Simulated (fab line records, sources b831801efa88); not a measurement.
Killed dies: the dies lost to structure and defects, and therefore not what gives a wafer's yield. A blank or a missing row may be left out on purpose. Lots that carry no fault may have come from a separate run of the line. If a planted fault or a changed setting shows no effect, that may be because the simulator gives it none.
Matching of chambers    flow sky130    SKY_CONTACT_CMP_04 on cmp-01 has 4 sister chambers
The step polishes SiO2. 27 wafers are shown with their chamber, then 12 later ones without.

WAFERS PAIRED WITH THEIR CHAMBERS
wafer   chamber  motorCurrentA (A)  headPressurePsi (psi)  edgeZonePressureFrac
L074.1  3        13.8               3.996                  1.000
L074.5  2        12.6               4.011                  0.996
L074.6  3        14.3               4.012                  1.008
L076.2  3        14.7               3.996                  1.002
L076.3  1        13.9               3.996                  0.994
L076.4  2        12.1               3.996                  1.001
L078.3  3        13.9               3.995                  1.004
L078.4  2        12.6               4.002                  0.994
L078.5  0        12.9               4.000                  0.993
L079.3  1        14.0               3.984                  0.998
L079.4  0        12.5               3.992                  0.994
L079.5  2        12.7               3.996                  1.006
L081.4  2        12.2               4.009                  1.007
L081.5  2        12.1               4.017                  0.998
L081.6  3        14.6               3.983                  0.993
L083.1  0        12.9               3.998                  0.997
L083.2  3        14.2               4.011                  0.995
L083.6  3        14.8               3.997                  0.997
L087.1  0        11.9               4.004                  0.999
L087.3  2        12.4               3.994                  0.999
L087.6  0        13.5               4.009                  0.999
L089.1  3        14.9               4.002                  1.000
L089.4  2        12.9               4.001                  0.999
L089.5  2        12.5               4.008                  0.995
L090.2  3        13.5               3.994                  0.996
L090.3  2        11.6               3.988                  1.002
L090.5  2        12.4               4.006                  1.001

SIGNATURES (means of the wafers above)
reading               chamber 0  chamber 1  chamber 2  chamber 3  scatter within a chamber
motorCurrentA         12.740     13.950     12.373     14.300     0.447
headPressurePsi       4.00060    3.99000    4.00255    3.99844    0.00837
edgeZonePressureFrac  0.99640    0.99600    0.99982    0.99944    0.00413
Rule: for each reading, subtract the chamber's mean from the wafer's reading, divide by that reading's scatter and square the result; add these up over the readings and take the root, which gives the wafer's distance from the chamber. The wafer belongs to the nearest chamber; if the next one is less than 2 further off, it can't be placed. The scatter: the root of (the sum of the squares of (reading less its chamber's mean) over the shown wafers, divided by (wafers less chambers)).

WAFERS WITH NO CHAMBER GIVEN
wafer   motorCurrentA (A)  headPressurePsi (psi)  edgeZonePressureFrac
L091.1  13.5               4.000                  0.996
L091.3  14.5               3.999                  0.991
L091.5  13.3               3.989                  1.001
L093.1  13.2               4.018                  0.999
L093.3  12.8               3.995                  0.999
L093.5  13.4               3.994                  0.998
L096.3  14.2               3.998                  0.987
L096.4  12.1               3.989                  1.003
L096.5  13.3               3.990                  1.000
L097.1  12.6               3.996                  0.998
L097.4  13.7               3.996                  1.000
L097.5  12.3               3.992                  0.999

EACH ONE'S CHAMBER
wafer   from the rows above                in truth
L091.1  can't be placed: 1 or 0 or 3 or 2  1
L091.3  can't be placed: 1 or 3            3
L091.5  can't be placed: 1 or 0 or 3 or 2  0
L093.1  can't be placed: 0 or 2 or 3 or 1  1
L093.3  can't be placed: 0 or 2 or 1       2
L093.5  can't be placed: 1 or 0 or 3 or 2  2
L096.3  can't be placed: 1 or 3 or 0       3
L096.4  can't be placed: 2 or 0            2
L096.5  can't be placed: 1 or 0 or 3 or 2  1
L097.1  can't be placed: 0 or 2            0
L097.4  can't be placed: 1 or 3 or 0 or 2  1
L097.5  can't be placed: 2 or 0            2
Correctly placed: 0 of 12. Not placeable from these rows: 12 (in 12, the candidates include the true chamber). Number placed wrongly: 0.
